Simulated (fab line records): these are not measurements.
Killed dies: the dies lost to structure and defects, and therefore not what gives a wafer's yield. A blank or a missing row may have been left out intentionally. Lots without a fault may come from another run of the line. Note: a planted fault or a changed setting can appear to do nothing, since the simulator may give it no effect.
Which tool was responsible? :: flow sky130 :: 39 wafers from 13 lots sampled at 3 of the route's 708 steps

## WHAT EACH GAUGE READ, for each wafer
SKY_RES_PROTECT_TW_MEAS_08. Usual: for POLY_GATE_TW the level is 4030 and the standard deviation is 29.
lot: L958
measured: day 14 22:34
on: filmMetro-04
POLY_GATE_TW: 3999 4025 4028
flag: 

lot: L959
measured: day 15 03:08
on: filmMetro-01
POLY_GATE_TW: 3987 4008 4014
flag: 

lot: L962
measured: day 16 07:29
on: filmMetro-04
POLY_GATE_TW: 4000 3997 4007
flag: 

lot: L964
measured: day 17 11:17
on: filmMetro-01
POLY_GATE_TW: 3975 3975 4005
flag: 

lot: L965
measured: day 17 17:20
on: filmMetro-04
POLY_GATE_TW: 4023 4021 4046
flag: 

lot: L966
measured: day 17 23:01
on: filmMetro-02
POLY_GATE_TW: 4058 4066 4061
flag: 

lot: L973
measured: day 21 00:05
on: filmMetro-02
POLY_GATE_TW: 4049 4061 4041
flag: 

lot: L974
measured: day 21 09:50
on: filmMetro-02
POLY_GATE_TW: 4051 4026 4009
flag: 

lot: L975
measured: day 21 21:03
on: filmMetro-02
POLY_GATE_TW: 4088 4044 4065
flag: 

lot: L976
measured: day 22 02:59
on: filmMetro-02
POLY_GATE_TW: 4044 4058 4034
flag: 

lot: L977
measured: day 22 10:29
on: filmMetro-04
POLY_GATE_TW: 4006 4053 4049
flag: 

lot: L978
measured: day 22 11:22
on: filmMetro-02
POLY_GATE_TW: 4079 4054 4071
flag: 

lot: L981
measured: day 23 02:38
on: filmMetro-04
POLY_GATE_TW: 4055 4040 4049
flag: 

## WHICH TOOL RAN EACH LOT (tool, then ch and the chambers of the sampled wafers, then the start)
lot: L958
SKY_VT_ADJUST_NCORE_STRIP_10: plasmaAsher-03 ch 0,1, day 8 11:11
SKY_VT_ADJUST_PCH_STRIP_09: plasmaAsher-02 ch 0, day 10 07:04

lot: L959
SKY_VT_ADJUST_NCORE_STRIP_10: plasmaAsher-03 ch 0,1, day 8 17:26
SKY_VT_ADJUST_PCH_STRIP_09: plasmaAsher-02 ch 0,1, day 10 13:59

lot: L962
SKY_VT_ADJUST_NCORE_STRIP_10: plasmaAsher-03 ch 0,1, day 9 13:40
SKY_VT_ADJUST_PCH_STRIP_09: plasmaAsher-03 ch 0, day 11 10:58

lot: L964
SKY_VT_ADJUST_NCORE_STRIP_10: plasmaAsher-04 ch 0,1, day 10 10:04
SKY_VT_ADJUST_PCH_STRIP_09: plasmaAsher-04 ch 0,1, day 12 10:19

lot: L965
SKY_VT_ADJUST_NCORE_STRIP_10: plasmaAsher-03 ch 0,1, day 10 15:22
SKY_VT_ADJUST_PCH_STRIP_09: plasmaAsher-04 ch 0,1, day 12 14:46

lot: L966
SKY_VT_ADJUST_NCORE_STRIP_10: plasmaAsher-04 ch 0,1, day 10 21:23
SKY_VT_ADJUST_PCH_STRIP_09: plasmaAsher-04 ch 0,1, day 12 21:52

lot: L973
SKY_VT_ADJUST_NCORE_STRIP_10: plasmaAsher-01 ch 0,1, day 13 06:53
SKY_VT_ADJUST_PCH_STRIP_09: plasmaAsher-02 ch 0,1, day 15 12:07

lot: L974
SKY_VT_ADJUST_NCORE_STRIP_10: plasmaAsher-04 ch 0,1, day 13 15:07
SKY_VT_ADJUST_PCH_STRIP_09: plasmaAsher-04 ch 0,1, day 15 21:02

lot: L975
SKY_VT_ADJUST_NCORE_STRIP_10: plasmaAsher-04 ch 0, day 13 23:41
SKY_VT_ADJUST_PCH_STRIP_09: plasmaAsher-02 ch 0,1, day 16 05:55

lot: L976
SKY_VT_ADJUST_NCORE_STRIP_10: plasmaAsher-01 ch 0,1, day 14 06:55
SKY_VT_ADJUST_PCH_STRIP_09: plasmaAsher-03 ch 1, day 16 14:34

lot: L977
SKY_VT_ADJUST_NCORE_STRIP_10: plasmaAsher-04 ch 0,1, day 14 12:46
SKY_VT_ADJUST_PCH_STRIP_09: plasmaAsher-03 ch 0,1, day 16 20:16

lot: L978
SKY_VT_ADJUST_NCORE_STRIP_10: plasmaAsher-01 ch 1, day 14 17:04
SKY_VT_ADJUST_PCH_STRIP_09: plasmaAsher-02 ch 0,1, day 17 00:34

lot: L981
SKY_VT_ADJUST_NCORE_STRIP_10: plasmaAsher-04 ch 1, day 15 05:59
SKY_VT_ADJUST_PCH_STRIP_09: plasmaAsher-02 ch 0,1, day 17 15:26
- SKY_VT_ADJUST_NCORE_STRIP_10: strips in O2/N2.
- SKY_VT_ADJUST_PCH_STRIP_09: strips in O2/N2.

## WHAT THE TOOLS THEMSELVES READ (means of the sampled wafers that have a number; where no wafer has one, the mark that the record gives instead)
SKY_VT_ADJUST_NCORE_STRIP_10. Usual: drypumpMotorCurrentA 5.8 A, standard deviation 0.3; oesProductAu 0.715 a.u., standard deviation 0.0044; stripTimeToEndpointS 14.17 s, standard deviation 0.039.
lot: L958
tool: plasmaAsher-03
drypumpMotorCurrentA (A): 5.8
oesProductAu (a.u.): 0.717
stripTimeToEndpointS (s): 14.18
flag: 

lot: L959
tool: plasmaAsher-03
drypumpMotorCurrentA (A): 5.8
oesProductAu (a.u.): 0.711
stripTimeToEndpointS (s): 14.17
flag: 

lot: L962
tool: plasmaAsher-03
drypumpMotorCurrentA (A): 5.6
oesProductAu (a.u.): 0.716
stripTimeToEndpointS (s): 14.18
flag: 

lot: L964
tool: plasmaAsher-04
drypumpMotorCurrentA (A): 5.7
oesProductAu (a.u.): 0.714
stripTimeToEndpointS (s): 14.11
flag: 

lot: L965
tool: plasmaAsher-03
drypumpMotorCurrentA (A): 5.8
oesProductAu (a.u.): 0.715
stripTimeToEndpointS (s): 14.16
flag: 

lot: L966
tool: plasmaAsher-04
drypumpMotorCurrentA (A): 6.0
oesProductAu (a.u.): 0.717
stripTimeToEndpointS (s): 14.20
flag: 

lot: L973
tool: plasmaAsher-01
drypumpMotorCurrentA (A): 5.9
oesProductAu (a.u.): 0.713
stripTimeToEndpointS (s): 14.11
flag: 

lot: L974
tool: plasmaAsher-04
drypumpMotorCurrentA (A): 5.7
oesProductAu (a.u.): 0.715
stripTimeToEndpointS (s): 14.21
flag: 

lot: L975
tool: plasmaAsher-04
drypumpMotorCurrentA (A): 6.2
oesProductAu (a.u.): 0.714
stripTimeToEndpointS (s): 14.18
flag: 

lot: L976
tool: plasmaAsher-01
drypumpMotorCurrentA (A): 5.9
oesProductAu (a.u.): 0.715
stripTimeToEndpointS (s): 14.20
flag: 

lot: L977
tool: plasmaAsher-04
drypumpMotorCurrentA (A): 5.7
oesProductAu (a.u.): 0.719
stripTimeToEndpointS (s): 14.18
flag: 

lot: L978
tool: plasmaAsher-01
drypumpMotorCurrentA (A): 5.6
oesProductAu (a.u.): 0.715
stripTimeToEndpointS (s): 14.22
flag: 

lot: L981
tool: plasmaAsher-04
drypumpMotorCurrentA (A): 5.5
oesProductAu (a.u.): 0.712
stripTimeToEndpointS (s): 14.19
flag: 

SKY_VT_ADJUST_PCH_STRIP_09. Usual: drypumpMotorCurrentA 5.6 A, standard deviation 0.47; oesProductAu 0.722 a.u., standard deviation 0.0049; stripTimeToEndpointS 36.86 s, standard deviation 0.083.
lot: L958
tool: plasmaAsher-02
drypumpMotorCurrentA (A): 5.8
oesProductAu (a.u.): 0.724
stripTimeToEndpointS (s): 36.95
flag: 

lot: L959
tool: plasmaAsher-02
drypumpMotorCurrentA (A): 5.5
oesProductAu (a.u.): 0.727
stripTimeToEndpointS (s): 36.96
flag: 

lot: L962
tool: plasmaAsher-03
drypumpMotorCurrentA (A): 6.0
oesProductAu (a.u.): 0.722
stripTimeToEndpointS (s): 36.88
flag: 

lot: L964
tool: plasmaAsher-04
drypumpMotorCurrentA (A): 5.7
oesProductAu (a.u.): 0.718
stripTimeToEndpointS (s): 36.96
flag: 

lot: L965
tool: plasmaAsher-04
drypumpMotorCurrentA (A): 6.0
oesProductAu (a.u.): 0.721
stripTimeToEndpointS (s): 36.81
flag: 

lot: L966
tool: plasmaAsher-04
drypumpMotorCurrentA (A): 5.7
oesProductAu (a.u.): 0.720
stripTimeToEndpointS (s): 36.83
flag: 

lot: L973
tool: plasmaAsher-02
drypumpMotorCurrentA (A): 5.1
oesProductAu (a.u.): 0.723
stripTimeToEndpointS (s): 36.84
flag: 

lot: L974
tool: plasmaAsher-04
drypumpMotorCurrentA (A): 5.7
oesProductAu (a.u.): 0.724
stripTimeToEndpointS (s): 36.87
flag: 

lot: L975
tool: plasmaAsher-02
drypumpMotorCurrentA (A): 5.5
oesProductAu (a.u.): 0.720
stripTimeToEndpointS (s): 36.88
flag: 

lot: L976
tool: plasmaAsher-03
drypumpMotorCurrentA (A): 5.4
oesProductAu (a.u.): 0.722
stripTimeToEndpointS (s): 36.83
flag: 

lot: L977
tool: plasmaAsher-03
drypumpMotorCurrentA (A): 5.8
oesProductAu (a.u.): 0.725
stripTimeToEndpointS (s): 36.80
flag: 

lot: L978
tool: plasmaAsher-02
drypumpMotorCurrentA (A): 5.1
oesProductAu (a.u.): 0.716
stripTimeToEndpointS (s): 36.85
flag: 

lot: L981
tool: plasmaAsher-02
drypumpMotorCurrentA (A): 5.5
oesProductAu (a.u.): 0.722
stripTimeToEndpointS (s): 36.92
flag: 

## THE ANSWER, worked out from the rows above alone
Rule: take the mean of a lot's wafers that have a number; if it is more than 3 standard deviations from the usual mean, the lot is off. Also off: a lot with no number at a reading for which 4 or more lots have one. Where the step has rows for the other lots, those lots are counted as sound. Order of review: gauges by route order, followed by the tools' own readings, for which a lot's mean as printed above is used. The first step at which some lot is off is used, and at that step the reading that is off furthest; a lot without a number counts as furthest.
None of the lots is off at any reading shown; this tells nothing.

## WHAT WAS PUT IN BY THE SIMULATOR
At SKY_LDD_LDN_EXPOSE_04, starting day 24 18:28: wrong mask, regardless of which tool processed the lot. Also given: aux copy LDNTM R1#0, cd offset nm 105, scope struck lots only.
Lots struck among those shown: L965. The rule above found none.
